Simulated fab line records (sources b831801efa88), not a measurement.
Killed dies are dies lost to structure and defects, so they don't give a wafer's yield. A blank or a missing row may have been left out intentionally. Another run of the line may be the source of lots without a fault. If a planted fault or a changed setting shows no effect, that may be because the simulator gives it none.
fab line records | flow sky130
record: lots: 4 | wafers: 12 | last-day: 48
route steps=708 shown VIA2@527 METAL3@532 CAPM@537 PAD_OPEN@708
lots untouched by any fault: they come from a run of this same line in which no faults occurred
start-h: the number of hours between the record's first day and the start of the first shown wafer of the lot | wait-h: time in hours since the lot's previous step | " unchanged from the row above | L1.1+2: a row that stands for several wafers | - no value, or no start was given | * or withheld: withheld | < > ~ a bound
route shown NAME@n: NAME is a module with steps in the file, n the number in the route of the first one | usual: mean and standard deviation over wafers with no fault | same: alike in all rows | chamber/n: place in a boat | sites: per-site readings | _std_site: the values' standard deviation | _edge_site: the outer-site mean with the inner-site mean subtracted | radius-mm: for every site, how far away it sits from the centre of the wafer | mask NAME#n: copy n | behind: the most recent tool/chamber to have shaped the wafer | hold: why the lot went on hold/how many hours it stayed there/how the hold came to an end | device: which transistor (n, p or np) failed to switch | end of line: the route-end tests of the same wafers | a step without rows: its recipe alone | killed: dies that structure and defects cost at the first sort, which is not the same as the wafer's yield | map: per-die view of a wafer (x killed, . not killed, _ where there is no die)
set.NAME: setting as actually run; set.NAME@STEP: the setting as run at that earlier step | model.NAME: the simulator's own value behind a step, which no gauge read
a table for each step, a row for each wafer; lots at some steps of the route
services: when a tool's chamber went out of use (start-h, in hours from the record's first day, below 0 if earlier), for how many hours, and the reason
== steps ==
step: SKY_VIA2_SPUTTER_20
recipe: material: TiN | target-thk-nm: 20 | chamber-pressure-pa: 5 | power-w: 4000 | time-s: 80
step: SKY_VIA2_CVD_21
recipe: material: W | target-thk-nm: 420 | time-s: 126.4 | temp-c: 400 | pressure-torr: 40
step: SKY_VIA2_CMP_24
recipe: stop-on: SiO2 | t-overpolish-s: 20 | down-force-psi: 3.5 | platen-rpm: 60 | target-thk-nm: 0 | pad-velocity-m-s: 0.94248
step: SKY_METAL3_SPUTTER_00
recipe: material: Ti | target-thk-nm: 15 | power-w: 3000 | time-s: 10 | chamber-pressure-pa: 0.4
step: SKY_METAL3_SPUTTER_01
recipe: material: TiN | target-thk-nm: 20 | power-w: 6500 | time-s: 16.7 | chamber-pressure-pa: 0.4
step: SKY_METAL3_SPUTTER_02
recipe: material: AlCu | target-thk-nm: 735 | power-w: 10600 | time-s: 39.1 | chamber-pressure-pa: 0.4
step: SKY_METAL3_SPUTTER_03
recipe: material: Ti | target-thk-nm: 5 | power-w: 3000 | time-s: 3.3 | chamber-pressure-pa: 0.4
step: SKY_METAL3_SPUTTER_04
recipe: material: TiN | target-thk-nm: 70 | power-w: 6500 | time-s: 58.3 | chamber-pressure-pa: 0.4
step: SKY_CAPM_CVD_00
recipe: material: SiO2 | target-thk-nm: 15.5 | temp-c: 400 | time-s: withheld | rf-w: 450
step: SKY_CAPM_SPUTTER_02
recipe: material: TiN | target-thk-nm: 200 | temp-c: 300 | power-w: 6500 | time-s: 166.7 | chamber-pressure-pa: 0.4
usual: throttle-valve-pct: 29.8/0.86
lot.wafer | tool           | chamber | start-h | wait-h | throttle-valve-pct | model.TiN_of_CAPM_SPUTTER_02.thk-nm
L636.1    | pvd-sputter-03 | -       | 860.38  | 0.1    | 29.0               | 202.2
L636.5    | "              | -       | "       | "      | 31.1               | 200
L636.6    | "              | -       | "       | "      | 31.0               | 199.5
L637.1    | pvd-sputter-03 | -       | 867.86  | 0.1    | 31.2               | 222.6
L637.3    | "              | -       | "       | "      | 30.9               | 197.4
L637.4    | "              | -       | "       | "      | 28.8               | 198.6
L638.1    | pvd-sputter-03 | -       | 884.84  | 0.1    | 28.8               | 228.7
L638.2    | "              | -       | "       | "      | 28.8               | 203.5
L638.5    | "              | -       | "       | "      | 31.1               | 224.5
L647.2    | pvd-sputter-03 | -       | 961.48  | 0.0    | 29.0               | 204.2
L647.4    | "              | -       | "       | "      | 31.2               | 201.1
L647.6    | "              | -       | "       | "      | 30.9               | 203.3
step: SKY_CAPM_RS_MEAS_03
recipe: thk-meas-gauge: four-point-probe | reads: TiN_of_CAPM_SPUTTER_02
usual: CAPM_TIN_RS: 6.91/0.074
lot.wafer | tool          | chamber | start-h | wait-h | CAPM_TIN_RS[ohm/sq]
L636.1    | film-metro-04 | -       | 860.49  | 0.1    | 6.84
L636.5    | "             | -       | "       | "      | 6.91
L636.6    | "             | -       | "       | "      | 6.93
L637.1    | film-metro-01 | -       | 867.97  | 0.1    | 6.19
L637.3    | "             | -       | "       | "      | 7.01
L637.4    | "             | -       | "       | "      | 6.95
L638.1    | film-metro-02 | -       | 884.95  | 0.1    | 6.04
L638.2    | "             | -       | "       | "      | 6.82
L638.5    | "             | -       | "       | "      | 6.16
L647.2    | film-metro-04 | -       | 961.61  | 0.1    | 6.78
L647.4    | "             | -       | "       | "      | 6.88
L647.6    | "             | -       | "       | "      | 6.80
step: SKY_CAPM_THK_MEAS_04
recipe: thk-meas-gauge: xrf | reads: TiN_of_CAPM_SPUTTER_02
usual: CAPM_TIN_THK: 201.6/2.3
lot.wafer | tool          | chamber | start-h | wait-h | CAPM_TIN_THK[nm]
L636.1    | film-metro-04 | -       | 860.61  | 0.1    | 202.4
L636.5    | "             | -       | "       | "      | 201.4
L636.6    | "             | -       | "       | "      | 199.1
L637.1    | film-metro-01 | -       | 868.09  | 0.1    | 222.7
L637.3    | "             | -       | "       | "      | 197.5
L637.4    | "             | -       | "       | "      | 199.0
L638.1    | film-metro-02 | -       | 885.07  | 0.1    | 231.7
L638.2    | "             | -       | "       | "      | 206.8
L638.5    | "             | -       | "       | "      | 228.6
L647.2    | film-metro-04 | -       | 961.72  | 0.1    | 204.8
L647.4    | "             | -       | "       | "      | 201.9
L647.6    | "             | -       | "       | "      | 203.7
step: SKY_CAPM_DEHYDRATE_05
recipe: temp-c: 200 | time-s: 60
step: SKY_CAPM_HMDS_06
recipe: prime-time-s: 60 | prime-temp-c: 120
step: SKY_CAPM_COAT_07
recipe: resist: NOVOLAK | spin-rpm: 3000 | resist-thk-nm: 1140
step: SKY_CAPM_SOFTBAKE_08
recipe: temp-c: 90 | time-s: 60 | resist: NOVOLAK
step: SKY_CAPM_EXPOSE_09
recipe: mask-id: CAPM | na: 0.6 | source-shape: conventional | sigma-outer: 0.6 | polarization: unpolarized | target-cd-nm: 1000 | dose-mj: 159
step: SKY_CAPM_PEB_10
recipe: temp-c: withheld | time-s: * | resist: NOVOLAK
step: SKY_CAPM_DEVELOP_11
recipe: resist: NOVOLAK | developer: TMAH | develop-time-s: 60 | dev-temp-c: 23
step: SKY_CAPM_METAL_ETCH_13
recipe: target-depth-nm: 220 | stop-on: SiO2 | chemistry: Cl2/BCl3 | target: TiN | pressure-mtorr: 10 | icp-w: 900 | bias-w: 48.5 | Cl2_flow_sccm: 60 | bcl3-flow-sccm: 30 | time-s: 62.9
usual: bcl3-flow-sccm: 30.00/0.098 | drypump-motor-current-A: 5.9/0.53 | oes-product-au: 0.942/0.0074 | throttle-valve-pct: 21.903/0.01
lot.wafer | tool         | chamber | start-h | wait-h | bcl3-flow-sccm | drypump-motor-current-A | oes-product-au | rf-hours-counter-h | throttle-valve-pct
L636.1    | rie-metal-04 | 1       | 886.25  | 0.0    | 29.97          | 6.1                     | 0.946          | 16                 | 21.889
L636.5    | "            | 1       | "       | "      | 29.93          | 6.1                     | 0.941          | -                  | 21.933
L636.6    | "            | 0       | "       | "      | 30.15          | 5.1                     | 0.940          | -                  | 21.897
L637.1    | rie-metal-03 | 1       | 893.35  | 0.0    | 30.18          | 6.7                     | 0.993          | 16                 | 21.883
L637.3    | "            | 0       | "       | "      | 29.99          | 5.9                     | 0.931          | -                  | 21.889
L637.4    | "            | 1       | "       | "      | 29.99          | 6.8                     | 0.938          | -                  | 21.892
L638.1    | rie-metal-02 | 0       | 910.26  | 0.0    | 29.94          | 5.8                     | 1.009          | 1                  | 21.869
L638.2    | "            | 1       | "       | "      | 29.90          | 6.4                     | 0.953          | 9                  | 21.906
L638.5    | "            | 1       | "       | "      | 29.99          | 6.4                     | 0.995          | -                  | 21.872
L647.2    | rie-metal-02 | 1       | 984.66  | 0.0    | 30.04          | 6.4                     | 0.955          | 13                 | 21.892
L647.4    | "            | 1       | "       | "      | 30.12          | 6.4                     | 0.940          | -                  | 21.903
L647.6    | "            | 0       | "       | "      | 29.84          | 5.8                     | 0.945          | -                  | 21.902
step: SKY_CAPM_STRIP_14
recipe: chemistry: O2/N2 | power-w: 1400 | pressure-mtorr: 1500 | platen-temp-c: withheld | o2-flow-sccm: 3000 | n2-flow-sccm: 300 | overash-fraction: 0.5
step: SKY_CAPM_STRIP_15
recipe: chemistry: post-etch-residue-remover | time-s: 1200 | temp-c: 72.5
step: SKY_CAPM_CLEAN_16
recipe: chemistry: IPA | time-s: 180 | temp-c: 25
step: SKY_CAPM_CLEAN_17
recipe: chemistry: O3/DIW | dry: n2-spin
step: SKY_METAL3_DEHYDRATE_05
recipe: temp-c: 200 | time-s: 60
step: SKY_METAL3_HMDS_06
recipe: prime-time-s: 60 | prime-temp-c: 120
step: SKY_METAL3_COAT_07
recipe: resist: BARC | temp-c: withheld | time-s: withheld | spin-rpm: 3000 | resist-thk-nm: 60
step: SKY_METAL3_COAT_08
recipe: resist: KrF-thick | spin-rpm: 3000 | resist-thk-nm: 1140
step: SKY_METAL3_SOFTBAKE_09
recipe: temp-c: 100 | time-s: 90 | resist: KrF-thick
step: SKY_METAL3_EXPOSE_10
recipe: mask-id: MM3 | na: 0.68 | source-shape: annular | sigma-inner: 0.4 | sigma-outer: 0.8 | target-cd-nm: 300 | dose-mj: 28
step: SKY_METAL3_PEB_11
recipe: peb-temp-c: withheld | peb-time-s: withheld | resist: KrF-thick
step: SKY_METAL3_DEVELOP_12
recipe: develop-time-s: 60 | resist: KrF-thick | dev-temp-c: 21
step: SKY_METAL3_DESCUM_15
recipe: chemistry: O2 | source-power-w: 150 | bias-power-w: 0 | pressure-mtorr: 10 | temp-c: 40 | time-s: 8
step: SKY_METAL3_ETCH_16
recipe: chemistry: N2/H2 | target: BARC | ion-energy-ev: 200 | bias-w: 100 | pressure-mtorr: 30 | n2-flow-sccm: 100 | h2-flow-sccm: 200 | icp-w: 500 | stop-on: SiO2 | time-s: 88.2 | target-depth-a: 600
step: SKY_METAL3_ETCH_17
recipe: target: SiO2 | stop-on: TiN | chemistry: C4F8/O2/Ar | source-w: 1500 | bias-w: 1200 | pressure-mtorr: 40 | c4f8-flow-sccm: withheld | O2_flow_sccm: 6 | Ar_flow_sccm: 300 | time-s: 3.9 | target-depth-a: 150
step: SKY_METAL3_METAL_ETCH_18
recipe: target-depth-a: 8450 | stop-on: SiO2 | over-etch-frac: 0.3 | time-s: 183.1 | chemistry: Cl2/BCl3 | resist-sidewall-deg: 88 | pressure-mtorr: 10 | icp-w: 900 | bias-w: 48.5 | Cl2_flow_sccm: 60 | bcl3-flow-sccm: 30
step: SKY_METAL3_STRIP_20
recipe: chemistry: post-etch-residue-remover | time-s: 1200 | temp-c: 72.5
usual: bath-heat-duty-pct: 14.6/1.2
lot.wafer | tool         | chamber | start-h | wait-h | bath-heat-duty-pct | model.TiN_of_CAPM_SPUTTER_02.thk-nm
L636.1    | wet-bench-01 | 1       | 912.29  | 0.1    | 15.0               | 201.3
L636.5    | "            | 1       | "       | "      | 15.3               | 199.1
L636.6    | "            | 1       | "       | "      | 15.6               | 198.7
L637.1    | wet-bench-01 | 1       | 920.50  | 0.1    | 15.1               | 221.8
L637.3    | "            | 1       | "       | "      | 14.3               | 196.5
L637.4    | "            | 1       | "       | "      | 15.5               | 197.7
L638.1    | wet-bench-02 | 1       | 936.59  | 0.1    | 16.0               | 227.9
L638.2    | "            | 1       | "       | "      | 13.8               | 202.7
L638.5    | "            | 1       | "       | "      | 15.0               | 223.7
L647.2    | wet-bench-02 | 3       | 1009.45 | 0.1    | 13.3               | 203.4
L647.4    | "            | 3       | "       | "      | 15.7               | 200.2
L647.6    | "            | 3       | "       | "      | 13.0               | 202.5
step: SKY_PAD_OPEN_PROBE_99
usual: defect-limited-yield: 82.5/1.9 | killed_at_M0_to_M3: 43/6.7 | killed_at_M4_up: 3.2/1.9 | killed-at-contacts: 24/5.9 | killed-at-front-end: 15/4.1 | killed-at-other: 0.3/0.56 | killed-dies: 86/9.5 | killed-on-rim: 17/3.7 | killed-open: 47/7.4 | killed-short: 39/5.5
same: gross-dies: 492 | killed-at-back-side: 0
lot.wafer | tool      | chamber | start-h | wait-h | defect-limited-yield[%] | killed_at_M0_to_M3 | killed_at_M4_up | killed-at-contacts | killed-at-front-end | killed-at-other | killed-dies | killed-on-rim | killed-open | killed-short | model.etest.tester.sort-n-pass | model.etest.via3-chain.rc-ohm | model.etest.tester.sort-yield-pct | model.etest.tester.sort_bin_4_pct | model.etest.tester.sort_bin_5_pct | model.etest.cap-mim.leak-log10-a-cm2 | model.etest.cap-mim.plate-ohm-sq | model.etest.tester.sort_bin_8_pct
L636.1    | prober-01 | -       | 1085.42 | 0.1    | 80.3                    | 57                 | 1               | 27                 | 9                   | 3               | 97          | 14            | 53          | 44           | 395                            | 9.265                         | 80.28                             | 0                                 | 11.59                             | -9.046                               | 5.975                            | 0
L636.5    | prober-01 | -       | 1085.62 | 0.2    | 80.5                    | 39                 | 2               | 34                 | 20                  | 1               | 96          | 23            | 61          | 35           | 396                            | 9.576                         | 80.49                             | 0                                 | 14.02                             | -9.148                               | 5.933                            | 0
L636.6    | prober-01 | -       | 1085.67 | 0.2    | 78.0                    | 45                 | 3               | 40                 | 19                  | 1               | 108         | 21            | 57          | 51           | 384                            | 9.651                         | 78.05                             | 0                                 | 11.99                             | -9.15                                | 6.057                            | 0
L637.1    | prober-02 | -       | 1090.93 | 0.1    | 84.8                    | 39                 | 2               | 22                 | 12                  | 0               | 75          | 14            | 44          | 31           | 244                            | 19.66                         | 49.59                             | 6.777e-12                         | 44.92                             | -4.181                               | 5.421                            | 4.362e-12
L637.3    | prober-02 | -       | 1091.03 | 0.2    | 80.1                    | 60                 | 2               | 26                 | 10                  | 0               | 98          | 20            | 53          | 45           | 394                            | 9.946                         | 80.08                             | 0                                 | 12.6                              | -8.97                                | 6.057                            | 0
L637.4    | prober-02 | -       | 1091.08 | 0.2    | 83.9                    | 29                 | 5               | 30                 | 14                  | 1               | 79          | 18            | 45          | 34           | 413                            | 9.89                          | 83.94                             | 0                                 | 8.74                              | -9.015                               | 6.039                            | 0
L638.1    | prober-01 | -       | 1103.03 | 0.1    | 81.3                    | 37                 | 4               | 29                 | 22                  | 0               | 92          | 12            | 59          | 33           | 0                              | 406.6                         | 0                                 | 81.3                              | 9.959                             | -                                    | 5.271                            | 0
L638.2    | prober-01 | -       | 1103.08 | 0.1    | 82.3                    | 44                 | 1               | 26                 | 14                  | 2               | 87          | 22            | 40          | 47           | 405                            | 9.816                         | 82.32                             | 0                                 | 9.146                             | -8.986                               | 5.829                            | 0
L638.5    | prober-01 | -       | 1103.23 | 0.2    | 82.9                    | 47                 | 5               | 22                 | 10                  | 0               | 84          | 16            | 46          | 38           | 332                            | 14.3                          | 67.48                             | 0                                 | 25.2                              | -5.281                               | 5.329                            | 3.363e-05
L647.2    | prober-02 | -       | 1160.94 | 0.1    | 85.4                    | 40                 | 2               | 17                 | 13                  | 0               | 72          | 12            | 38          | 34           | 420                            | 9.311                         | 85.37                             | 0                                 | 7.317                             | -8.705                               | 5.905                            | 0
L647.4    | prober-02 | -       | 1161.04 | 0.2    | 80.5                    | 45                 | 4               | 27                 | 20                  | 0               | 96          | 18            | 46          | 50           | 396                            | 9.197                         | 80.49                             | 0                                 | 10.77                             | -8.994                               | 6.006                            | 0
L647.6    | prober-02 | -       | 1161.14 | 0.2    | 77.0                    | 67                 | 4               | 28                 | 14                  | 0               | 113         | 19            | 59          | 54           | 379                            | 9.683                         | 77.03                             | 0                                 | 12.8                              | -8.839                               | 5.903                            | 0
killed by level:class
L636.1 VIA1:geometric-particle:open=14 VIA3:geometric-particle:open=10 METAL1:geometric-particle:short=8 METAL2:geometric-particle:short=8 LI_CONTACT:geometric-particle:short=7 CONTACT:geometric-particle:open=7 VIA1:geometric-particle:short=7 CONTACT:geometric-particle:short=4
L636.5 LI_CONTACT:geometric-particle:open=13 CONTACT:geometric-particle:open=12 FIELD_ISO:geometric-particle:open=9 VIA1:geometric-particle:open=8 METAL1:geometric-particle:short=7 VIA2:geometric-particle:open=5 VIA3:geometric-particle:open=5 METAL3:geometric-particle:short=4
L636.6 LI_CONTACT:geometric-particle:open=11 VIA1:geometric-particle:open=11 CONTACT:geometric-particle:open=10 LOCAL_INTERCONNECT:geometric-particle:short=9 VIA1:geometric-particle:short=8 VIA2:geometric-particle:open=7 METAL1:geometric-particle:short=6 VIA3:geometric-particle:open=5
L637.1 VIA1:geometric-particle:open=11 LI_CONTACT:geometric-particle:open=8 LOCAL_INTERCONNECT:geometric-particle:short=6 FIELD_ISO:geometric-particle:open=5 VIA2:geometric-particle:open=5 VIA1:geometric-particle:short=5 VIA3:geometric-particle:open=5 LI_CONTACT:geometric-particle:short=3
L637.3 VIA1:geometric-particle:open=16 LI_CONTACT:geometric-particle:open=13 VIA3:geometric-particle:open=10 METAL1:geometric-particle:short=8 LOCAL_INTERCONNECT:geometric-particle:short=7 VIA2:geometric-particle:short=6 VIA2:geometric-particle:open=6 VIA1:geometric-particle:short=5
L637.4 LI_CONTACT:geometric-particle:open=12 VIA3:geometric-particle:open=8 LOCAL_INTERCONNECT:geometric-particle:short=7 CONTACT:geometric-particle:open=6 FIELD_ISO:geometric-particle:short=5 VIA1:geometric-particle:open=5 LI_CONTACT:geometric-particle:short=4 METAL4:geometric-particle:short=4
L638.1 CONTACT:geometric-particle:open=13 VIA1:geometric-particle:open=9 VIA3:geometric-particle:open=8 FIELD_ISO:geometric-particle:open=7 LI_CONTACT:geometric-particle:open=7 CONTACT:geometric-particle:short=7 METAL1:geometric-particle:short=7 POLY_GATE:geometric-particle:open=5
L638.2 VIA1:geometric-particle:open=13 CONTACT:geometric-particle:short=9 CONTACT:geometric-particle:open=7 LI_CONTACT:geometric-particle:open=6 METAL1:geometric-particle:short=5 METAL2:geometric-particle:short=5 VIA3:geometric-particle:short=5 VIA3:geometric-particle:open=5
L638.5 VIA1:geometric-particle:open=10 CONTACT:geometric-particle:open=9 VIA3:geometric-particle:open=8 LI_CONTACT:geometric-particle:open=7 VIA3:geometric-particle:short=7 METAL4:geometric-particle:short=5 VIA1:geometric-particle:short=4 METAL2:geometric-particle:short=4
L647.2 METAL1:geometric-particle:short=9 VIA1:geometric-particle:open=8 VIA2:geometric-particle:open=7 LI_CONTACT:geometric-particle:open=6 METAL2:geometric-particle:short=6 CONTACT:geometric-particle:open=5 VIA1:geometric-particle:short=4 FIELD_ISO:geometric-particle:open=3
L647.4 CONTACT:geometric-particle:open=12 METAL1:geometric-particle:short=8 VIA1:geometric-particle:open=8 FIELD_ISO:geometric-particle:open=7 LOCAL_INTERCONNECT:geometric-particle:short=7 FIELD_ISO:geometric-particle:short=6 VIA3:geometric-particle:open=6 VIA1:geometric-particle:short=4
L647.6 VIA1:geometric-particle:open=21 CONTACT:geometric-particle:open=12 METAL2:geometric-particle:short=7 METAL3:geometric-particle:short=7 VIA2:geometric-particle:open=7 POLY_GATE:geometric-particle:open=6 METAL1:geometric-particle:short=6 VIA1:geometric-particle:short=6
== services ==
tool         | chamber | start-h | hours | kind
wet-bench-02 | -       | 843.57  | 34.3  | repair
rie-metal-02 | 0       | 863.30  | -     | clean
rie-metal-02 | 0       | 863.30  | 22.1  | scheduled-down
rie-metal-02 | 0       | 863.30  | 22.1  | vent-cycle
rie-metal-02 | 0       | 885.90  | 15.6  | repair
rie-metal-04 | 1       | 890.54  | -     | clean
rie-metal-04 | 1       | 890.54  | 16.0  | scheduled-down
rie-metal-04 | 1       | 890.54  | 16.0  | vent-cycle
rie-metal-03 | -       | 910.90  | 0.3   | repair
rie-metal-03 | 1       | 958.66  | -     | clean
rie-metal-03 | 1       | 958.66  | 14.3  | scheduled-down
rie-metal-03 | 1       | 958.66  | 14.3  | vent-cycle
wet-bench-02 | -       | 966.84  | 4.3   | repair
rie-metal-03 | 1       | 988.77  | 2.8   | repair
rie-metal-02 | 1       | 1005.55 | 6.0   | repair
rie-metal-03 | -       | 1007.54 | 1.5   | repair
== key ==
first-sign: step: SKY_CAPM_RS_MEAS_03 | reading: CAPM_TIN_RS | direction: down | sigmas: 10 | usual: 6.91 | struck: 6.13
effect: step: SKY_CAPM_THK_MEAS_04 | reading: CAPM_TIN_THK | direction: up | sigmas: 12 | usual: 201.6 | struck: 227.7
effect: step: SKY_CAPM_METAL_ETCH_13 | reading: oes-product-au | direction: up | sigmas: 7.8 | usual: 0.942 | struck: 0.999
model-effect: step: SKY_CAPM_SPUTTER_02 | value: TiN_of_CAPM_SPUTTER_02.thk-nm | without: 199.9 | struck: 225.3
model-effect: step: SKY_METAL3_STRIP_20 | value: TiN_of_CAPM_SPUTTER_02.thk-nm | without: 199.1 | struck: 224.4
model-effect: step: SKY_PAD_OPEN_PROBE_99 | value: etest.tester.sort-n-pass | without: 408.3 | struck: 192
met-at SKY_CAPM_SPUTTER_02
struck-wafers L637.1,L638.1,L638.5
onset-between 860.38 867.86
fault: kind: process-parameter-drift | tool: pvd-sputter-03 | chamber: - | onset-h: 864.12 | steps: SKY_CAPM_SPUTTER_02 | channel: target-thk-nm | offset: 25.329 | shape: step | end-h: 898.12 | scope: struck-wafers-only | acts-in: these-recipes-only | stated: 200
